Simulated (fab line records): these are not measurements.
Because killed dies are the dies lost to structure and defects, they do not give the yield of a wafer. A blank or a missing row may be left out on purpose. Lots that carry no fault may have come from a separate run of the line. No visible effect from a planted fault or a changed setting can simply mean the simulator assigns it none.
fab line records    flow sfq-line
record lots=6  wafers=18  last-day=95
route steps=325 shown I5@229 C5@240
lots with no fault: from the same line, run without faults
start-h: the number of hours between the record's first day and the start of the first shown wafer of the lot    wait-h: hours elapsed since this lot's preceding step    " the same as in the row above    L1.1+2: several wafers, shown together as one row    - no value, or no start was given    * or withheld: withheld    < > ~ a bound
route shown NAME@n: a module of which the file shows steps, and the number in the route of the first    usual: mean and standard deviation over wafers with no fault    same: alike in all rows    chamber/n: place in a boat    sites: each site's reading    _std_site: standard deviation across them    _edge_site: outer sites' mean less inner sites'    radius-mm: how far each site lies from the wafer's centre    mask NAME#n: copy n    behind: the most recent tool/chamber to have shaped the wafer    hold: why the lot went on hold/how many hours it stayed there/how the hold came to an end    device: which transistor (n, p or np) failed to switch    end of line: tests run on the same wafers once the route is complete    a step without rows: its recipe alone    killed: dies that structure and defects cost at the first sort, which is not the same as the wafer's yield    map: a wafer's dies, marking killed ones x, the rest . and places with no die _
set.NAME: the setting as run; set.NAME@STEP: as run at that earlier step    model.NAME: the simulator's own value behind a step, which no gauge read
lots seen at some steps along the route; tables by step, rows by wafer
services: when a tool's chamber went out of use (start-h, in hours from the record's first day, below 0 if earlier), for how many hours, and the reason
## steps
# step SFQ_TRILAYER_I5_LITHO_COAT_149
# recipe resist=BARC  spin-rpm=3000  resist-thk-nm=62
# step SFQ_TRILAYER_I5_LITHO_COAT_144
# recipe resist=KrF  spin-rpm=3000  resist-thk-nm=650
# step SFQ_TRILAYER_I5_LITHO_SOFTBAKE_148
# recipe temp-c=withheld  time-s=withheld  resist=KrF
# step SFQ_TRILAYER_I5_LITHO_EXPOSE_145
# recipe mask-id=I5  na=0.6  source-shape=conventional  sigma-outer=0.65  target-cd-nm=700  dose-mj=21.3
# step SFQ_TRILAYER_I5_LITHO_PEB_147
# recipe peb-temp-c=115  peb-time-s=60  resist=KrF
# step SFQ_TRILAYER_I5_LITHO_DEVELOP_146
# recipe time-s=60  resist=KrF
# step SFQ_I5_OVL_MEAS_936
# usual I5_OVL=-2/5.4
lot.wafer  tool        chamber  start-h  wait-h  I5_OVL[nm]
L434.1     overlay-01  -        1448.61  0.1     -2
L434.5     "           -        "        "       -5
L434.6     "           -        "        "       -3
L439.2     overlay-02  -        1714.31  0.1     -9
L439.5     "           -        "        "       -13
L439.6     "           -        "        "       -11
L440.1     overlay-02  -        1716.70  0.1     -2
L440.2     "           -        "        "       -4
L440.3     "           -        "        "       -7
L442.2     overlay-02  -        1728.51  0.1     -1
L442.3     "           -        "        "       -3
L442.6     "           -        "        "       0
L451.1     overlay-02  -        1769.44  0.1     1
L451.5     "           -        "        "       0
L451.6     "           -        "        "       1
L456.1     overlay-02  -        1797.88  0.1     -6
L456.2     "           -        "        "       -5
L456.5     "           -        "        "       -2
# step SFQ_TRILAYER_I5_BARC_OPEN_VIA_ETCH_200
# recipe mask-material=PR  chemistry=O2  target-depth-nm=125  target=BARC  source-w=500  bias-w=80  pressure-mtorr=30  time-s=41.7
# usual drypump-motor-current-A=5.5/0.51  oes-product-au=0.685/0.0048
lot.wafer  tool         chamber  start-h  wait-h  drypump-motor-current-A  oes-product-au  rf-hours-counter-h
L434.1     rie-diel-03  3        1448.65  0.0     5.9                      0.689           4
L434.5     "            1        "        "       5.7                      0.688           -
L434.6     "            0        "        "       5.7                      0.689           -
L439.2     rie-diel-04  1        1714.34  0.0     5.6                      0.682           16
L439.5     "            2        "        "       4.7                      0.680           -
L439.6     "            3        "        "       5.0                      0.678           -
L440.1     rie-diel-03  2        1716.74  0.0     5.5                      0.687           1
L440.2     "            0        "        "       5.7                      0.681           14
L440.3     "            3        "        "       6.0                      0.682           7
L442.2     rie-diel-01  3        1728.54  0.0     5.7                      0.688           12
L442.3     "            1        "        "       5.3                      0.679           14
L442.6     "            1        "        "       5.3                      0.688           -
L451.1     rie-diel-01  1        1769.47  0.0     5.3                      0.673           15
L451.5     "            1        "        "       5.3                      0.679           -
L451.6     "            0        "        "       5.4                      0.691           -
L456.1     rie-diel-04  1        1797.91  0.0     5.6                      0.676           17
L456.2     "            2        "        "       4.7                      0.680           2
L456.5     "            0        "        "       6.6                      0.679           -
# step SFQ_TRILAYER_I5_ETCH_VIA_ETCH_147
# recipe stop-on=Nb  mask-material=PR  chemistry=CHF3  target-depth-nm=360  source-w=500  bias-w=80  pressure-mtorr=30  time-s=withheld
# usual drypump-motor-current-A=5.5/0.51  oes-product-au=0.991/0.0053
lot.wafer  tool         chamber  start-h  wait-h  drypump-motor-current-A  oes-product-au
L434.1     rie-diel-03  3        1448.69  0.0     5.9                      0.985
L434.5     "            1        "        "       5.8                      0.998
L434.6     "            0        "        "       5.7                      0.993
L439.2     rie-diel-04  1        1714.38  0.0     5.6                      0.988
L439.5     "            2        "        "       4.7                      0.986
L439.6     "            3        "        "       5.0                      0.997
L440.1     rie-diel-03  2        1716.78  0.0     5.5                      0.994
L440.2     "            0        "        "       5.7                      0.996
L440.3     "            3        "        "       5.9                      0.992
L442.2     rie-diel-01  3        1728.58  0.0     5.7                      0.997
L442.3     "            1        "        "       5.3                      0.995
L442.6     "            1        "        "       5.3                      0.997
L451.1     rie-diel-01  1        1769.51  0.0     5.3                      0.994
L451.5     "            1        "        "       5.3                      0.994
L451.6     "            0        "        "       5.4                      0.998
L456.1     rie-diel-04  1        1797.95  0.0     5.6                      0.999
L456.2     "            2        "        "       4.7                      0.991
L456.5     "            0        "        "       6.6                      0.995
# step SFQ_TRILAYER_I5_STRIP_STRIP_148
# recipe gas=O2  power-w=200  platen-temp-c=40  overash-fraction=0.65  chemistry=O2  pressure-mtorr=50
# usual drypump-motor-current-A=5.6/0.33  oes-product-au=1.002/0.0083
lot.wafer  tool          chamber  start-h  wait-h  drypump-motor-current-A  oes-product-au  rf-hours-counter-h
L434.1     rie-metal-02  0        1448.84  -       5.4                      1.012           48
L434.5     "             0        "        "       5.4                      0.999           -
L434.6     "             1        "        "       6.2                      1.000           -
L439.2     rie-metal-02  0        1714.53  -       5.4                      1.004           83
L439.5     "             1        "        "       6.2                      1.003           -
L439.6     "             0        "        "       5.4                      1.002           -
L440.1     rie-metal-01  0        1716.93  -       5.8                      1.001           88
L440.2     "             1        "        "       5.4                      1.003           108
L440.3     "             0        "        "       5.9                      1.004           -
L442.2     rie-metal-02  0        1728.93  -       5.4                      1.004           -
L442.3     "             0        "        "       5.4                      1.006           -
L442.6     "             0        "        "       5.4                      1.009           -
L451.1     rie-metal-01  1        1769.66  -       5.5                      1.011           117
L451.5     "             0        "        "       5.8                      1.008           -
L451.6     "             1        "        "       5.4                      1.011           -
L456.1     rie-metal-01  1        1798.10  -       5.5                      1.018           121
L456.2     "             0        "        "       5.9                      1.006           102
L456.5     "             1        "        "       5.5                      1.004           -
# step SFQ_TRILAYER_I5_STRIP_SOLV_CLEAN_149
# recipe chemistry=NMP  temp-c=70  time-s=600
# step SFQ_TRILAYER_C5_LITHO_COAT_156
# recipe resist=BARC  spin-rpm=3000  resist-thk-nm=62
# step SFQ_TRILAYER_C5_LITHO_COAT_151
# recipe resist=KrF  spin-rpm=3000  resist-thk-nm=650
lot.wafer  tool            chamber  start-h  wait-h  model.KrF_of_TRILAYER_C5_LITHO_COAT_151.thk-nm
L434.1     litho-track-03  0        1450.05  0.2     654.7
L434.5     "               0        "        "       655
L434.6     "               0        "        "       655.6
L439.2     litho-track-04  0        1715.65  0.2     652.5
L439.5     "               0        "        "       650.6
L439.6     "               0        "        "       650.3
L440.1     litho-track-04  0        1718.00  0.2     692.1
L440.2     "               0        "        "       692.2
L440.3     "               0        "        "       691.4
L442.2     litho-track-04  0        1730.45  0.2     692
L442.3     "               0        "        "       691.6
L442.6     "               0        "        "       652.5
L451.1     litho-track-01  0        1770.94  0.2     645.1
L451.5     "               0        "        "       647
L451.6     "               0        "        "       646.9
L456.1     litho-track-01  0        1799.18  0.2     646.3
L456.2     "               0        "        "       644.6
L456.5     "               0        "        "       647.8
# step SFQ_TRILAYER_C5_LITHO_SOFTBAKE_155
# recipe temp-c=withheld  time-s=withheld  resist=KrF
# step SFQ_TRILAYER_C5_LITHO_EXPOSE_152
# recipe mask-id=C5  na=0.6  source-shape=conventional  sigma-outer=0.65  target-cd-nm=500  dose-mj=21.3
# step SFQ_TRILAYER_C5_LITHO_PEB_154
# recipe peb-temp-c=115  peb-time-s=60  resist=KrF
# step SFQ_TRILAYER_C5_LITHO_DEVELOP_153
# recipe time-s=60  resist=KrF
# step SFQ_C5_OVL_MEAS_937
# usual C5_OVL=-1/5.4
lot.wafer  tool        chamber  start-h  wait-h  C5_OVL[nm]
L434.1     overlay-01  -        1465.86  0.1     -3
L434.5     "           -        "        "       -2
L434.6     "           -        "        "       0
L439.2     overlay-01  -        1808.58  0.1     -5
L439.5     "           -        "        "       2
L439.6     "           -        "        "       -7
L440.1     overlay-01  -        1810.98  0.1     7
L440.2     "           -        "        "       5
L440.3     "           -        "        "       5
L442.2     overlay-02  -        1824.18  0.1     -8
L442.3     "           -        "        "       -4
L442.6     "           -        "        "       -8
L451.1     overlay-01  -        1858.98  0.1     0
L451.5     "           -        "        "       3
L451.6     "           -        "        "       5
L456.1     overlay-02  -        1891.90  0.1     4
L456.2     "           -        "        "       3
L456.5     "           -        "        "       6
# step SFQ_TRILAYER_C5_BARC_OPEN_VIA_ETCH_210
# recipe mask-material=PR  chemistry=O2  target-depth-nm=125  target=BARC  source-w=500  bias-w=80  pressure-mtorr=30  time-s=41.7
# usual drypump-motor-current-A=5.6/0.51  oes-product-au=0.685/0.0043
lot.wafer  tool         chamber  start-h  wait-h  drypump-motor-current-A  oes-product-au  rf-hours-counter-h
L434.1     rie-diel-04  2        1465.89  0.0     4.7                      0.692           19
L434.5     "            1        "        "       5.6                      0.689           -
L434.6     "            0        "        "       6.6                      0.688           -
L439.2     rie-diel-02  1        1808.61  0.0     5.9                      0.692           3
L439.5     "            1        "        "       5.9                      0.679           -
L439.6     "            2        "        "       5.1                      0.683           -
L440.1     rie-diel-04  1        1811.01  0.0     5.6                      0.690           17
L440.2     "            3        "        "       4.9                      0.679           7
L440.3     "            0        "        "       6.6                      0.685           2
L442.2     rie-diel-01  1        1824.21  0.0     5.3                      0.684           16
L442.3     "            0        "        "       5.4                      0.684           16
L442.6     "            1        "        "       5.3                      0.681           -
L451.1     rie-diel-04  0        1859.01  0.0     6.6                      0.686           2
L451.5     "            0        "        "       6.5                      0.683           -
L451.6     "            3        "        "       5.0                      0.684           -
L456.1     rie-diel-02  0        1891.93  0.0     5.6                      0.682           16
L456.2     "            2        "        "       5.1                      0.686           19
L456.5     "            3        "        "       6.0                      0.678           -
# step SFQ_TRILAYER_C5_ETCH_VIA_ETCH_154
# recipe target=SiO2  mask-material=PR  chemistry=CHF3  target-depth-nm=84  source-w=500  bias-w=80  pressure-mtorr=30  time-s=withheld  stop-on=Nb
# usual drypump-motor-current-A=5.6/0.51  oes-product-au=0.891/0.0092
lot.wafer  tool         chamber  start-h  wait-h  drypump-motor-current-A  oes-product-au  model.KrF_of_TRILAYER_C5_LITHO_COAT_151.thk-nm
L434.1     rie-diel-04  2        1465.93  0.0     4.7                      0.897           566.8
L434.5     "            1        "        "       5.6                      0.888           567.4
L434.6     "            0        "        "       6.5                      0.898           567.5
L439.2     rie-diel-02  1        1808.65  0.0     5.9                      0.893           566
L439.5     "            1        "        "       5.8                      0.902           563.6
L439.6     "            2        "        "       5.1                      0.900           561.8
L440.1     rie-diel-04  1        1811.05  0.0     5.6                      0.900           603.7
L440.2     "            3        "        "       4.9                      0.886           604.9
L440.3     "            0        "        "       6.5                      0.902           604.7
L442.2     rie-diel-01  1        1824.25  0.0     5.3                      0.891           602.8
L442.3     "            0        "        "       5.4                      0.890           602.9
L442.6     "            1        "        "       5.3                      0.903           563
L451.1     rie-diel-04  0        1859.05  0.0     6.6                      0.880           558.3
L451.5     "            0        "        "       6.6                      0.889           559.7
L451.6     "            3        "        "       4.9                      0.903           559.7
L456.1     rie-diel-02  0        1891.97  0.0     5.6                      0.887           558.7
L456.2     "            2        "        "       5.1                      0.897           555.5
L456.5     "            3        "        "       6.0                      0.912           561.2
# step SFQ_TRILAYER_C5_STRIP_STRIP_155
# recipe gas=O2  power-w=200  platen-temp-c=40  overash-fraction=0.65  chemistry=O2  pressure-mtorr=50
# usual drypump-motor-current-A=5.7/0.37  oes-product-au=1.004/0.007
lot.wafer  tool          chamber  start-h  wait-h  drypump-motor-current-A  oes-product-au  rf-hours-counter-h
L434.1     rie-metal-04  1        1465.98  -       6.1                      1.008           94
L434.5     "             0        "        "       6.2                      1.011           -
L434.6     "             1        "        "       6.1                      1.006           -
L439.2     rie-metal-01  1        1808.70  -       5.5                      1.009           122
L439.5     "             1        "        "       5.5                      1.014           -
L439.6     "             0        "        "       5.9                      1.000           -
L440.1     rie-metal-04  1        1811.10  -       6.1                      0.997           3
L440.2     "             0        "        "       6.2                      0.996           116
L440.3     "             1        "        "       6.1                      1.001           -
L442.2     rie-metal-04  0        1824.30  -       6.2                      0.999           117
L442.3     "             1        "        "       6.1                      0.991           -
L442.6     "             1        "        "       6.0                      1.005           -
L451.1     rie-metal-04  1        1859.10  -       6.0                      1.000           9
L451.5     "             1        "        "       6.1                      1.011           -
L451.6     "             0        "        "       6.2                      1.016           -
L456.1     rie-metal-01  1        1892.02  -       5.5                      1.013           133
L456.2     "             0        "        "       5.8                      0.989           113
L456.5     "             1        "        "       5.5                      1.019           -
## services
tool          chamber  start-h  hours  kind
rie-diel-04   1        1434.31  3.3    repair
rie-diel-01   1        1453.42  14.1   repair
rie-diel-03   1        1491.27  6.5    repair
rie-diel-01   1        1493.42  12.5   repair
rie-diel-04   -        1495.36  2.4    repair
rie-diel-02   2        1502.62  7.6    repair
rie-metal-04  1        1535.69  44.0   repair
rie-diel-04   2        1542.09  8.0    repair
rie-metal-04  -        1545.24  0.8    repair
rie-metal-04  0        1545.38  7.4    repair
rie-diel-02   1        1558.83  4.6    repair
rie-diel-03   2        1560.16  5.5    repair
rie-diel-01   -        1563.19  1.4    repair
rie-diel-02   3        1587.43  1.9    repair
rie-diel-02   -        1589.72  1.8    repair
rie-diel-01   -        1634.24  2.8    pm
rie-diel-01   1        1638.35  20.6   repair
rie-diel-04   1        1657.94  6.8    repair
rie-metal-01  -        1697.98  1.4    pm
rie-diel-04   3        1723.94  7.1    repair
rie-diel-01   0        1725.24  8.0    repair
rie-metal-01  1        1755.90  3.2    repair
rie-diel-01   3        1830.29  6.5    repair
rie-diel-04   1        1850.63  3.5    repair
## key
first-sign none at tools or gauges
model-effect step=SFQ_TRILAYER_C5_LITHO_COAT_151  value=KrF_of_TRILAYER_C5_LITHO_COAT_151.thk-nm  without=649.6  struck=691.9
model-effect step=SFQ_TRILAYER_C5_ETCH_VIA_ETCH_154  value=KrF_of_TRILAYER_C5_LITHO_COAT_151.thk-nm  without=561.6  struck=603.8
met-at SFQ_TRILAYER_C5_LITHO_COAT_151
struck-wafers L440.1,L440.2,L440.3,L442.2,L442.3
onset-between 1715.65 1718.00
fault kind=process-parameter-drift  tool=litho-track-04  chamber=-  onset-h=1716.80  steps=SFQ_TRILAYER_C5_LITHO_COAT_151  channel=resist-thk-nm  offset=42.258  shape=step  end-h=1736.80  scope=struck-wafers-only  acts-in=these-recipes-only  stated=650
